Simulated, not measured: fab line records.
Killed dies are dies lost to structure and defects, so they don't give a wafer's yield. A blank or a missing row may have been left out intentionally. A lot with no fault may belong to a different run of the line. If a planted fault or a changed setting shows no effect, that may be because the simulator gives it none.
Struck lot and sound lot, side by side / flow gf180mcu / 23 out of 602 route steps
Sound: these wafers, L305.3, L305.5, L305.6. Wafers struck: L307.2, L307.3, L307.5. The cause comes at the end.
At each step with rows: each side's tool, then ch and its chambers, then its first start. Under that, the readings that differ: sound wafers / struck wafers / difference of the means / sigmas: that difference in standard deviations of wafers without a fault.
alike: readings with means less than 2 such deviations apart, plus words and numbers identical on both sides. not compared: withheld readings, readings lacking a value on some wafer, bounds such as >300 that could conceal the same value, and numbers that have no deviation in the record and whose values overlap.
A row with sigmas, a row that says differs or no value, or rows on one side alone: a step with any of these is where the two part. Numbers that don't overlap but have no deviation are shown without sigmas and don't part them. A reading missing from all wafers of one side parts the sides only when that side holds two or more wafers.

GF_V4_RS_MEAS_24: uses a four-point probe to measure.
  sound: film metro-03 at day 27 03:47; struck: film metro-03 at day 27 17:59
  alike: V4_W_RS
GF_V4_THK_MEAS_25: measures by xrf.
  sound: film metro-03 at day 27 03:53; struck: film metro-03 at day 27 18:05
  alike: V4_W_THK
GF_V4_CMP_26: polishes, stops on SiO2, t overpolish 15 s, target thk 0 nm.
  sound on cmp-02 ch 0,3, day 27 03:55; struck on cmp-02 ch 2,3, day 27 18:08
reading=platen rpm (rpm); sound=59.88 59.94 59.97; struck=60.08 60.15 60.01; difference=+0.15; sigmas=+4
  alike: motor current A, overpolish run s, slurry flow ml min, time to endpoint s
then, 3 steps without rows for these wafers: GF_MIM_SPUTTER_00 (material Ti, target thk 37.5 nm, time 150 s); GF_MIM_SPUTTER_01 (material TiN, target thk 30 nm, time 25 s); GF_MIM_SPUTTER_02 (material AlCu, target thk 450 nm, time 23.9 s).
GF_MIM_SPUTTER_03: material Ti, target thk 10 nm, time 6.7 s.
  sound: pvd sputter-02 at day 27 04:23; struck: pvd sputter-04 at day 27 18:36
  alike: cathode dc power W, chamber pressure pa, substrate temp c, throttle valve pct
GF_MIM_SPUTTER_04: material TiN, target thk 50 nm, time 41.7 s.
  sound: pvd sputter-02 at day 27 04:24; struck: pvd sputter-04 at day 27 18:37
  alike: cathode dc power W, chamber pressure pa, throttle valve pct
then, 1 step without rows for these wafers: GF_MIM_CVD_05 (deposits Si3N4, target thk 42 nm, time 29.086 s).
GF_MIM_THK_MEAS_06:
  sound: film metro-02 at day 27 04:29; struck: film metro-04 at day 27 18:42
  alike: MIM_CVD_05_THK
then, 1 step without rows for these wafers: GF_MIM_SPUTTER_07 (material TiN, target thk 60 nm, time 50 s).
GF_MIM_SPUTTER_08: material AlCu, target thk 200 nm, time 10.6 s.
  sound: pvd sputter-04 at day 27 04:35; struck: pvd sputter-03 at day 27 18:47
  alike: cathode dc power W, chamber pressure pa, throttle valve pct
GF_MIM_SPUTTER_09: material TiN, target thk 35 nm, time 29.2 s.
  sound: pvd sputter-04 at day 27 04:36; struck: pvd sputter-03 at day 27 18:49
  no value came back on the struck wafers for cathode dc power W (W), chamber pressure pa (Pa), throttle valve pct (%); on the sound wafers cathode dc power W (W) reads 6499.9 6500.8 6499.8
GF_MIM_THK_MEAS_11: measures by xrf.
  sound: film metro-03 at day 27 04:46; struck: film metro-04 at day 27 18:59
reading=MIM_ALCU_THK (nm); sound=196.5 196.4 195.9; struck=213.7 207.0 211.3; difference=+14.4; sigmas=+6
then, 7 steps without rows for these wafers: GF_MIM_DEHYDRATE_12 (time 60 s); GF_MIM_HMDS_13 (prime time 60 s); GF_MIM_COAT_14 (resist thk 1000 nm); GF_MIM_SOFTBAKE_15 (time 60 s); GF_MIM_EXPOSE_16 (exposes mask FuseTop, target cd 2000 nm); GF_MIM_PEB_17; GF_MIM_DEVELOP_18 (develop time 60 s).
GF_MIM_METAL_ETCH_19: etches the open film in Cl2/BCl3, stops on Si3N4, target depth 324.5 nm, time 54.1 s.
  sound on rie metal-01 ch 0,1, day 28 00:28; struck on rie metal-04 ch 0,1, day 28 15:06
reading=oes product au (a.u.); sound=0.937 0.940 0.937; struck=1.002 0.978 0.979; difference=+0.048; sigmas=+7
reading=throttle valve pct (%); sound=28.281 28.287 28.290; struck=28.218 28.257 28.232; difference=-0.050; sigmas=-5
  alike: drypump motor current A, mfc cl2 sccm
  not compared: rf hours counter h
GF_MIM_STRIP_20: strips in O2/N2.
  sound on plasma asher-02 ch 0,1, day 28 00:33; struck on plasma asher-02 ch 0, day 28 15:10
  alike: drypump motor current A, heater power w, o2 flow sccm, oes product au, strip time to endpoint s
  not compared: rf hours counter h

WHERE THEY PART
At GF_V4_CMP_26 first; at GF_MIM_METAL_ETCH_19 last (within this record only). Later steps at which nothing parts them and some readings are alike: GF_MIM_STRIP_20.

WHY: the cause the simulator had injected
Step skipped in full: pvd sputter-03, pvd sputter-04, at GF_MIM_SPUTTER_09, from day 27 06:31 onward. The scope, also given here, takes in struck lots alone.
